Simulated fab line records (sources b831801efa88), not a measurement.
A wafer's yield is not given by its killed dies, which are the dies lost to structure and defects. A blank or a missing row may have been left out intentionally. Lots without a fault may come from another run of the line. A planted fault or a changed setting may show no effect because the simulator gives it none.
Chamber matching || flow gf180mcu || GF_V3_CVD_02 on pecvd-03: 3 sister chambers
The step deposits SiO2 from TEOS, target thk 850 nm, time 94.851 s. 6 wafers are shown with their chamber, then 7 later ones without.

WAFERS PAIRED WITH THEIR CHAMBERS
{"wafer": "L335.4", "chamber": 2, "heater-power-w (W)": 606}
{"wafer": "L346.1", "chamber": 2, "heater-power-w (W)": 576}
{"wafer": "L346.4", "chamber": 1, "heater-power-w (W)": 713}
{"wafer": "L346.5", "chamber": 0, "heater-power-w (W)": 612}
{"wafer": "L348.1", "chamber": 0, "heater-power-w (W)": 638}
{"wafer": "L348.4", "chamber": 1, "heater-power-w (W)": 566}

WAFERS WITH NO CHAMBER GIVEN
{"wafer": "L348.5", "heater-power-w (W)": 666}
{"wafer": "L350.1", "heater-power-w (W)": 614}
{"wafer": "L350.5", "heater-power-w (W)": 550}
{"wafer": "L350.6", "heater-power-w (W)": 496}
{"wafer": "L353.3", "heater-power-w (W)": 698}
{"wafer": "L353.4", "heater-power-w (W)": 565}
{"wafer": "L353.5", "heater-power-w (W)": 634}

WHICH CHAMBER EACH WENT THROUGH
{"wafer": "L348.5", "from the rows above": "can't be placed: 1 or 0 or 2", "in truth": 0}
{"wafer": "L350.1", "from the rows above": "can't be placed: 0 or 2 or 1", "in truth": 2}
{"wafer": "L350.5", "from the rows above": "can't be placed: 2 or 0 or 1", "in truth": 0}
{"wafer": "L350.6", "from the rows above": "can't be placed: 2 or 0 or 1", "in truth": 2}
{"wafer": "L353.3", "from the rows above": "can't be placed: 1 or 0 or 2", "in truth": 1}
{"wafer": "L353.4", "from the rows above": "can't be placed: 2 or 0 or 1", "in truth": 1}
{"wafer": "L353.5", "from the rows above": "can't be placed: 1 or 0 or 2", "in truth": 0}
Placed correctly: 0 of 7. Cannot be placed on the basis of these rows: 7; the candidates contain the true chamber in 7. 0 placed wrongly.
How it was worked out, from the rows above alone: a wafer's distance from a chamber is the root of the sum, over the readings, of the square of ((its reading less the chamber's mean) divided by the reading's scatter). If the next closest chamber is less than 2 further off than the closest, the wafer can't be placed; otherwise it belongs to the closest. For every chamber, the mean is computed from those of its wafers that are shown. The scatter is the square root of a quotient: the sum, over the shown wafers, of each reading's squared deviation from its chamber's mean, divided by wafers minus chambers.
